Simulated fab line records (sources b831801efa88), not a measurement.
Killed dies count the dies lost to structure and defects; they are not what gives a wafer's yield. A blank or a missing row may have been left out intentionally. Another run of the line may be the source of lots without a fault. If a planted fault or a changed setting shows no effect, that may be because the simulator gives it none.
The tool behind it: which one? :: flow gf180mcu :: 33 wafers from 11 lots sampled at 5 of the route's 602 steps

== WHAT THE GAUGES SHOWED, per wafer ==
GF_MVPSD_OVL_MEAS_07.
lot: L822
measured: day 5 00:38
on: overlay-02
MVPSD_OVL (nm): 1.4 1.1 0.2

lot: L823
measured: day 5 06:48
on: overlay-02
MVPSD_OVL (nm): 4.4 3.5 4.5

lot: L824
measured: day 5 18:36
on: overlay-01
MVPSD_OVL (nm): 0.2 0.9 0.8

lot: L825
measured: day 5 18:47
on: overlay-01
MVPSD_OVL (nm): 1.5 -0.2 0.2

lot: L826
measured: day 5 23:58
on: overlay-01
MVPSD_OVL (nm): 1.3 -0.1 0.9

lot: L827
measured: day 6 04:39
on: overlay-01
MVPSD_OVL (nm): -0.4 0.9 0.5

lot: L829
measured: day 6 18:52
on: overlay-01
MVPSD_OVL (nm): 2.4 2.2 1.2

lot: L839
measured: day 9 05:58
on: overlay-02
MVPSD_OVL (nm): 0.8 -0.4 1.6

lot: L843
measured: day 10 05:47
on: overlay-01
MVPSD_OVL (nm): 3.4 0.2 2.5

lot: L844
measured: day 10 11:46
on: overlay-01
MVPSD_OVL (nm): -0.6 -1.7 -0.9

lot: L845
measured: day 10 16:35
on: overlay-01
MVPSD_OVL (nm): 1.7 0.2 1.1

GF_VT_IMPLANT_RS_MEAS_48: measurement is done with a four-point probe.
lot: L822
measured: day 7 14:11
on: film-metro-02
LVPWELL_RS (ohm/sq): 1197.9 1195.4 1190.2

lot: L823
measured: day 7 20:49
on: film-metro-03
LVPWELL_RS (ohm/sq): 1196.4 1198.6 1199.5

lot: L824
measured: day 8 09:55
on: film-metro-03
LVPWELL_RS (ohm/sq): 1201.6 1197.3 1199.4

lot: L825
measured: day 8 10:16
on: film-metro-02
LVPWELL_RS (ohm/sq): 1193.9 1193.1 1197.3

lot: L826
measured: day 8 14:48
on: film-metro-02
LVPWELL_RS (ohm/sq): 1197.5 1193.2 1196.5

lot: L827
measured: day 8 22:47
on: film-metro-04
LVPWELL_RS (ohm/sq): 1193.8 1192.7 1192.8

lot: L829
measured: day 9 14:20
on: film-metro-03
LVPWELL_RS (ohm/sq): 1201.0 1200.5 1203.3

lot: L839
measured: day 12 07:52
on: film-metro-03
LVPWELL_RS (ohm/sq): 1203.2 1197.1 1199.4

lot: L843
measured: day 13 09:53
on: film-metro-02
LVPWELL_RS (ohm/sq): 1198.5 1200.9 1200.8

lot: L844
measured: day 13 17:35
on: film-metro-04
LVPWELL_RS (ohm/sq): 1196.8 1199.1 1199.0

lot: L845
measured: day 13 21:40
on: film-metro-03
LVPWELL_RS (ohm/sq): 1200.5 1199.1 1196.1

== WHICH TOOL RAN EACH LOT (tool, then ch and the chambers of the sampled wafers, then the start) ==
lot: L822
GF_STI_ETCH_14: rie-si-01 ch 0,1,3, day 2 02:45
GF_STI_STRIP_15: plasma-asher-01 ch 0,1, day 2 02:49
GF_VT_IMPLANT_RTA_45: rtp-anneal-02 ch 0, day 7 13:50

lot: L823
GF_STI_ETCH_14: rie-si-01 ch 0,1, day 2 07:22
GF_STI_STRIP_15: plasma-asher-03 ch 0,1, day 2 07:26
GF_VT_IMPLANT_RTA_45: rtp-anneal-01 ch 0, day 7 20:28

lot: L824
GF_STI_ETCH_14: rie-si-01 ch 0,3, day 2 13:46
GF_STI_STRIP_15: plasma-asher-04 ch 0,1, day 2 13:53
GF_VT_IMPLANT_RTA_45: rtp-anneal-01 ch 0, day 8 09:35

lot: L825
GF_STI_ETCH_14: rie-si-01 ch 1,3, day 2 16:32
GF_STI_STRIP_15: plasma-asher-03 ch 0,1, day 2 16:37
GF_VT_IMPLANT_RTA_45: rtp-anneal-02 ch 0, day 8 09:56

lot: L826
GF_STI_ETCH_14: rie-si-02 ch 0,1,3, day 2 22:08
GF_STI_STRIP_15: plasma-asher-01 ch 0,1, day 2 22:13
GF_VT_IMPLANT_RTA_45: rtp-anneal-01 ch 0, day 8 14:28

lot: L827
GF_STI_ETCH_14: rie-si-02 ch 1,2, day 3 02:38
GF_STI_STRIP_15: plasma-asher-01 ch 0,1, day 3 02:43
GF_VT_IMPLANT_RTA_45: rtp-anneal-01 ch 0, day 8 22:26

lot: L829
GF_STI_ETCH_14: rie-si-02 ch 0,1,3, day 3 13:55
GF_STI_STRIP_15: plasma-asher-01 ch 0,1, day 3 13:59
GF_VT_IMPLANT_RTA_45: rtp-anneal-01 ch 0, day 9 13:59

lot: L839
GF_STI_ETCH_14: rie-si-01 ch 0,2,3, day 5 17:01
GF_STI_STRIP_15: plasma-asher-01 ch 0,1, day 5 17:06
GF_VT_IMPLANT_RTA_45: rtp-anneal-01 ch 0, day 12 07:31

lot: L843
GF_STI_ETCH_14: rie-si-01 ch 1,2,3, day 6 13:38
GF_STI_STRIP_15: plasma-asher-01 ch 0,1, day 6 13:42
GF_VT_IMPLANT_RTA_45: rtp-anneal-01 ch 0, day 13 09:32

lot: L844
GF_STI_ETCH_14: rie-si-02 ch 0,3, day 6 18:43
GF_STI_STRIP_15: plasma-asher-03 ch 0,1, day 6 18:49
GF_VT_IMPLANT_RTA_45: rtp-anneal-01 ch 0, day 13 17:14

lot: L845
GF_STI_ETCH_14: rie-si-01 ch 1,2,3, day 6 23:22
GF_STI_STRIP_15: plasma-asher-04 ch 0,1, day 6 23:27
GF_VT_IMPLANT_RTA_45: rtp-anneal-01 ch 0, day 13 21:19
- GF_STI_ETCH_14: etches Si in HBr/Cl2/O2, target depth 360 nm, time 102.9 s.
- GF_STI_STRIP_15: strips in O2/N2.
- GF_VT_IMPLANT_RTA_45: time 30 s.

== WHAT THE TOOLS THEMSELVES READ (means of the sampled wafers that have a number; where no wafer has one, the mark that the record gives instead) ==
GF_STI_ETCH_14.
lot: L822
tool: rie-si-01
drypump-motor-current-A (A): 5.5
oes-product-au (a.u.): 0.994
throttle-valve-pct (%): 25.659

lot: L823
tool: rie-si-01
drypump-motor-current-A (A): 5.4
oes-product-au (a.u.): 0.993
throttle-valve-pct (%): 25.663

lot: L824
tool: rie-si-01
drypump-motor-current-A (A): 5.2
oes-product-au (a.u.): 0.996
throttle-valve-pct (%): 25.663

lot: L825
tool: rie-si-01
drypump-motor-current-A (A): 5.8
oes-product-au (a.u.): 0.990
throttle-valve-pct (%): 25.665

lot: L826
tool: rie-si-02
drypump-motor-current-A (A): 6.2
oes-product-au (a.u.): 0.994
throttle-valve-pct (%): 25.666

lot: L827
tool: rie-si-02
drypump-motor-current-A (A): 6.0
oes-product-au (a.u.): 0.990
throttle-valve-pct (%): 25.667

lot: L829
tool: rie-si-02
drypump-motor-current-A (A): 6.2
oes-product-au (a.u.): 1.031
throttle-valve-pct (%): 25.638

lot: L839
tool: rie-si-01
drypump-motor-current-A (A): 5.3
oes-product-au (a.u.): 1.000
throttle-valve-pct (%): 25.660

lot: L843
tool: rie-si-01
drypump-motor-current-A (A): 5.6
oes-product-au (a.u.): 1.002
throttle-valve-pct (%): 25.660

lot: L844
tool: rie-si-02
drypump-motor-current-A (A): 6.4
oes-product-au (a.u.): 0.988
throttle-valve-pct (%): 25.670

lot: L845
tool: rie-si-01
drypump-motor-current-A (A): 5.6
oes-product-au (a.u.): 1.006
throttle-valve-pct (%): 25.655

GF_STI_STRIP_15.
lot: L822
tool: plasma-asher-01
drypump-motor-current-A (A): 6.0
heater-power-w (W): 353
oes-product-au (a.u.): 0.385
strip-time-to-endpoint-s (s): 3.71

lot: L823
tool: plasma-asher-03
drypump-motor-current-A (A): 5.5
heater-power-w (W): 334
oes-product-au (a.u.): 0.384
strip-time-to-endpoint-s (s): 3.74

lot: L824
tool: plasma-asher-04
drypump-motor-current-A (A): 5.4
heater-power-w (W): 349
oes-product-au (a.u.): 0.382
strip-time-to-endpoint-s (s): 3.71

lot: L825
tool: plasma-asher-03
drypump-motor-current-A (A): 5.6
heater-power-w (W): 340
oes-product-au (a.u.): 0.383
strip-time-to-endpoint-s (s): 3.73

lot: L826
tool: plasma-asher-01
drypump-motor-current-A (A): 6.0
heater-power-w (W): 344
oes-product-au (a.u.): 0.388
strip-time-to-endpoint-s (s): 3.72

lot: L827
tool: plasma-asher-01
drypump-motor-current-A (A): 5.5
heater-power-w (W): 318
oes-product-au (a.u.): 0.385
strip-time-to-endpoint-s (s): 3.78

lot: L829
tool: plasma-asher-01
drypump-motor-current-A (A): 5.5
heater-power-w (W): 317
oes-product-au (a.u.): 0.383
strip-time-to-endpoint-s (s): 3.66

lot: L839
tool: plasma-asher-01
drypump-motor-current-A (A): 5.5
heater-power-w (W): 314
oes-product-au (a.u.): 0.379
strip-time-to-endpoint-s (s): 3.72

lot: L843
tool: plasma-asher-01
drypump-motor-current-A (A): 6.0
heater-power-w (W): 348
oes-product-au (a.u.): 0.382
strip-time-to-endpoint-s (s): 3.77

lot: L844
tool: plasma-asher-03
drypump-motor-current-A (A): 5.6
heater-power-w (W): 340
oes-product-au (a.u.): 0.389
strip-time-to-endpoint-s (s): 3.83

lot: L845
tool: plasma-asher-04
drypump-motor-current-A (A): 5.5
heater-power-w (W): 336
oes-product-au (a.u.): 0.382
strip-time-to-endpoint-s (s): 3.70

GF_VT_IMPLANT_RTA_45.
lot: L822
tool: rtp-anneal-02
lamp-power-pct (%): 38.10
wafer_temp_C_max: 1054.2

lot: L823
tool: rtp-anneal-01
lamp-power-pct (%): 38.60
wafer_temp_C_max: 1054.3

lot: L824
tool: rtp-anneal-01
lamp-power-pct (%): 38.59
wafer_temp_C_max: 1054.4

lot: L825
tool: rtp-anneal-02
lamp-power-pct (%): 38.08
wafer_temp_C_max: 1053.7

lot: L826
tool: rtp-anneal-01
lamp-power-pct (%): 38.64
wafer_temp_C_max: 1055.2

lot: L827
tool: rtp-anneal-01
lamp-power-pct (%): 38.64
wafer_temp_C_max: 1054.4

lot: L829
tool: rtp-anneal-01
lamp-power-pct (%): 38.62
wafer_temp_C_max: 1054.0

lot: L839
tool: rtp-anneal-01
lamp-power-pct (%): 38.60
wafer_temp_C_max: 1054.4

lot: L843
tool: rtp-anneal-01
lamp-power-pct (%): 38.62
wafer_temp_C_max: 1053.4

lot: L844
tool: rtp-anneal-01
lamp-power-pct (%): 38.56
wafer_temp_C_max: 1054.6

lot: L845
tool: rtp-anneal-01
lamp-power-pct (%): 38.59
wafer_temp_C_max: 1053.8

== THE ANSWER, worked out from the rows above alone ==
Rule: what is usual is taken from the lots themselves. Put in order of their means at a reading, lots are off if they are a third of the lots or fewer, leave a main group of 4 or more, and stand apart from it by a gap of 3 or more times the standard deviation of the main group's means; of several such gaps the widest counts. A main group whose means are all the same, to the digits that the tables above print for the reading, isn't used. Also off: a lot with no number at a reading for which 4 or more lots have one. The other lots that the step has rows for count as sound. First the gauges in route order, then the tools' own readings, where a lot's mean is used as printed above. The first step at which some lot is off is used, and at that step the reading that is off furthest; a lot without a number counts as furthest.
Off at GF_STI_ETCH_14 (oes-product-au): L829. Main group: mean 0.995 a.u., sd 0.0055.
A tool fits if, at that step or a process step before it, it ran every lot that is off, and no sound lot after the first of them. Not one of the candidates tried fits.

== WHAT THE SIMULATOR HAD INSERTED ==
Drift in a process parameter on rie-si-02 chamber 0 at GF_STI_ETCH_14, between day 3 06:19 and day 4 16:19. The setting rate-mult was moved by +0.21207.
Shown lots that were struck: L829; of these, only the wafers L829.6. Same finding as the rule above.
